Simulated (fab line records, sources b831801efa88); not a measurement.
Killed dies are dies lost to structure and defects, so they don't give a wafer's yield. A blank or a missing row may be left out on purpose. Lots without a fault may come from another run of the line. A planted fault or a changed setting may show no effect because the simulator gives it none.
A struck lot beside a sound one | flow sky130 | 44 steps out of a route of 708
Sound: wafers L665.2, L665.3, L665.6. Struck: wafers L664.1, L664.5, L664.6. The cause comes at the end.
At each step with rows: each side's tool, then ch and its chambers, then its first start. Under that, the readings that differ: sound wafers | struck wafers | difference of the means | sigmas: that difference in standard deviations of wafers without a fault.
alike: readings whose means differ by less than 2 such deviations, and words and numbers that are the same on both sides. not compared: withheld readings, readings that some wafer has no value for, bounds like >300 that may hide the same value, and numbers for which the record gives no deviation and whose values overlap.
The two part at a step that has a row with sigmas, a row that says differs or no value, or rows on one side only. Numbers that don't overlap but have no deviation are shown without sigmas and don't part them. A reading that every wafer of one side lacks parts them only if that side has two wafers or more.

first, 3 steps without rows for these wafers: SKY_FIELD_ISO_CLEAN_20 (cleans in dHF, time 20 s); SKY_FIELD_ISO_WET_ETCH_21 (etches SiO2 in dHF, target depth 20 nm, time 400 s); SKY_FIELD_ISO_OXIDATION_22 (stabilise 600 s, purge 300 s, target thk 10 nm).
SKY_FIELD_ISO_THK_MEAS_23:
  sound on film_metro-01, day 5 03:25; struck on film_metro-03, day 5 00:08
  alike: FIELD_ISO_OXIDATION_01_THK
then, 1 step without rows for these wafers: SKY_FIELD_ISO_CVD_24 (deposits SiO2, target thk 595 nm, time 99.2 s).
SKY_FIELD_ISO_THK_MEAS_25:
  sound on film_metro-01, day 5 03:33; struck on film_metro-02, day 5 00:16
  alike: FIELD_ISO_CVD_24_THK
then, 1 step without rows for these wafers: SKY_FIELD_ISO_ANNEAL_26 (time 1800 s).
SKY_FIELD_ISO_CMP_27: polishes, stops on Si3N4, t overpolish 16 s, target thk 457.8 nm.
  sound on cmp-01 ch 0,2, day 5 05:09; struck on cmp-02 ch 0,1,2, day 5 01:58
  alike: motor_current_A, overpolish_run_s, platen_rpm, time_to_endpoint_s
then, 4 steps without rows for these wafers: SKY_FIELD_ISO_WET_ETCH_28 (etches SiO2 in dHF, target depth 23.7 nm, time 47 s); SKY_FIELD_ISO_WET_ETCH_29 (etches Si3N4 in H3PO4, target depth 160 nm, time 1825 s); SKY_FIELD_ISO_WET_ETCH_30 (etches SiO2 in dHF, target depth 25 nm, time 50 s); SKY_NWELL_CLEAN_00 (cleans in SC1/SC2, time 150 s).
SKY_NWELL_OXIDATION_01: stabilise 600 s, purge 300 s, target thk 10 nm.
  sound on furnace-01 ch 0, day 5 06:37; struck on furnace-02 ch 0, day 5 02:44
  reading                                      | sound                | struck              | difference | sigmas
  spike_tc_bottom_C (C)                        | 920.4 918.6 918.9    | 938.8 936.3 937.5   | +18.2      | +19
  spike_tc_centre_C (C)                        | 903.0 900.7 903.1    | 920.2 920.9 922.5   | +18.9      | +20
  spike_tc_lower_C (C)                         | 900.4 899.5 899.8    | 919.4 918.5 918.8   | +19.0      | +20
  spike_tc_top_C (C)                           | 906.8 906.6 907.6    | 931.3 930.2 930.0   | +23.5      | +9
  spike_tc_upper_C (C)                         | 898.6 900.7 896.3    | 922.9 921.5 922.3   | +23.7      | +14
  tube_center_temp_C (C)                       | 899.97 899.92 900.09 | 918.88 918.8 918.82 | +18.84     | +99 or more
  tube_center_temp_C_max                       | 902.1 902.3 902.1    | 921.2 921.0 921.4   | +19.0      | +51
  zone_power_top_pct (%)                       | 28.9 28.3 28.3       | 30.2 30.0 30.1      | +1.6       | +4
  model.SiO2_of_NWELL_OXIDATION_01.thk_nm (nm) | 10.3 10.23 10.31     | 11.91 12.16 12.09   | +1.77      |
SKY_NWELL_THK_MEAS_02:
  sound on film_metro-01, day 5 08:01; struck on film_metro-03, day 5 04:08
  reading                  | sound             | struck            | difference | sigmas
  NWELL_OXIDATION_THK (nm) | 10.28 10.27 10.29 | 11.91 12.16 12.06 | +1.76      | +8
then, 8 steps without rows for these wafers: SKY_DNWELL_DEHYDRATE_00 (time 60 s); SKY_DNWELL_HMDS_01 (prime time 60 s); SKY_DNWELL_COAT_02 (resist thk 3000 nm); SKY_DNWELL_SOFTBAKE_03; SKY_DNWELL_EXPOSE_04 (exposes mask DNM, target cd 3000 nm); SKY_DNWELL_PEB_05; SKY_DNWELL_DEVELOP_06 (develop time 60 s); SKY_DNWELL_IMPLANT_07.
SKY_DNWELL_STRIP_08: strips in O2/N2.
  sound on plasma_asher-01 ch 0,1, day 6 03:09; struck on plasma_asher-01 ch 0,1, day 5 23:15
  alike: drypump_motor_current_A, oes_product_au, strip_time_to_endpoint_s
  not compared: rf_hours_counter_h
SKY_DNWELL_TW_MEAS_09:
  sound on film_metro-04, day 6 03:16; struck on film_metro-04, day 5 23:21
  alike: DNWELL_TW
then, 7 steps without rows for these wafers: SKY_PWDE_DEHYDRATE_00 (time 60 s); SKY_PWDE_HMDS_01 (prime time 60 s); SKY_PWDE_COAT_02 (resist thk 3000 nm); SKY_PWDE_SOFTBAKE_03; SKY_PWDE_EXPOSE_04 (exposes mask PWDEM, target cd 840 nm); SKY_PWDE_PEB_05; SKY_PWDE_DEVELOP_06 (develop time 60 s).
SKY_PWDE_OVL_MEAS_07:
  sound on overlay-01, day 6 22:27; struck on overlay-02, day 6 18:44
  alike: PWDE_OVL
then, 1 step without rows for these wafers: SKY_PWDE_IMPLANT_08.
SKY_PWDE_STRIP_09: strips in O2/N2.
  sound on plasma_asher-04 ch 0,1, day 6 22:38; struck on plasma_asher-02 ch 0,1, day 6 18:56
  alike: drypump_motor_current_A, oes_product_au, strip_time_to_endpoint_s
  not compared: rf_hours_counter_h
SKY_PWDE_TW_MEAS_10:
  sound on film_metro-01, day 6 22:44; struck on film_metro-01, day 6 19:02
  alike: PWDE_TW
then, 7 steps without rows for these wafers: SKY_NWELL_DEHYDRATE_03 (time 60 s); SKY_NWELL_HMDS_04 (prime time 60 s); SKY_NWELL_COAT_05 (resist thk 3000 nm); SKY_NWELL_SOFTBAKE_06; SKY_NWELL_EXPOSE_07 (exposes mask NWM, target cd 840 nm); SKY_NWELL_PEB_08; SKY_NWELL_DEVELOP_09 (develop time 60 s).
-- the record jumps here: 10 days lie between the struck wafers' starts before and after (it left off in module NWELL and takes up again in module SONOS_ONO, whose first step shown is number 183 of the route) --
SKY_SONOS_ONO_ETCH_15: etches the open film in CHF3/O2, target depth 19.52 nm, time 7.8 s.
  sound on rie_diel-04 ch 0,2,3, day 17 10:06; struck on rie_diel-04 ch 0,2,3, day 17 01:42
  reading                                      | sound             | struck           | difference | sigmas
  model.SiO2_of_NWELL_OXIDATION_01.thk_nm (nm) | 5.706 5.693 5.754 | 7.283 7.63 7.525 | +1.762     |
  alike: drypump_motor_current_A, oes_product_au, throttle_valve_pct
  not compared: rf_hours_counter_h
-- the record jumps here: 32 days lie between the struck wafers' starts before and after (it left off in module SONOS_ONO and takes up again in module PAD_OPEN, whose first step shown is number 708 of the route) --
SKY_PAD_OPEN_PROBE_99:
  sound on prober-02, day 49 23:26; struck on prober-01, day 49 10:13
  reading                                  | sound                   | struck                  | difference | sigmas
  model.etest.pfet_01v8_mvt.off_log10_a_um | -10.79 -11.02 -11.02    | -11.26 -11.3 -11.25     | -0.33      |
  model.etest.pfet_01v8_mvt.vt_sat_v (V)   | -0.5854 -0.5837 -0.5887 | -0.6044 -0.6127 -0.6096 | -0.0230    |
  model.etest.pfet_01v8_mvt.vt_v (V)       | -0.673 -0.6725 -0.6756  | -0.6857 -0.695 -0.693   | -0.0175    |
  model.etest.pfet_16v.vt_v (V)            | -1.105 -1.106 -1.113    | -1.127 -1.136 -1.139    | -0.026     |
  model.etest.pfet_g5v0d10v5.vt_long_v (V) | -0.9371 -0.9402 -0.9439 | -0.9573 -0.9589 -0.9622 | -0.0191    |
  alike: killed_at_M0_to_M3, killed_at_M4_up, killed_at_contacts, killed_at_front_end, killed_at_other, killed_dies, killed_open, killed_short
  not compared: model.etest.pfet_01v8_mvt.drive_ua_um

WHERE THEY PART
First at SKY_NWELL_OXIDATION_01; last, within this record, at SKY_NWELL_THK_MEAS_02. Later steps at which nothing parts them and some readings are alike: SKY_DNWELL_STRIP_08, SKY_DNWELL_TW_MEAS_09, SKY_PWDE_OVL_MEAS_07, SKY_PWDE_STRIP_09, SKY_PWDE_TW_MEAS_10, SKY_SONOS_ONO_ETCH_15, SKY_PAD_OPEN_PROBE_99.

WHY: what the simulator had put in
Process parameter drift: furnace-02, from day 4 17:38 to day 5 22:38, at SKY_NWELL_OXIDATION_01. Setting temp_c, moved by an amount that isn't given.
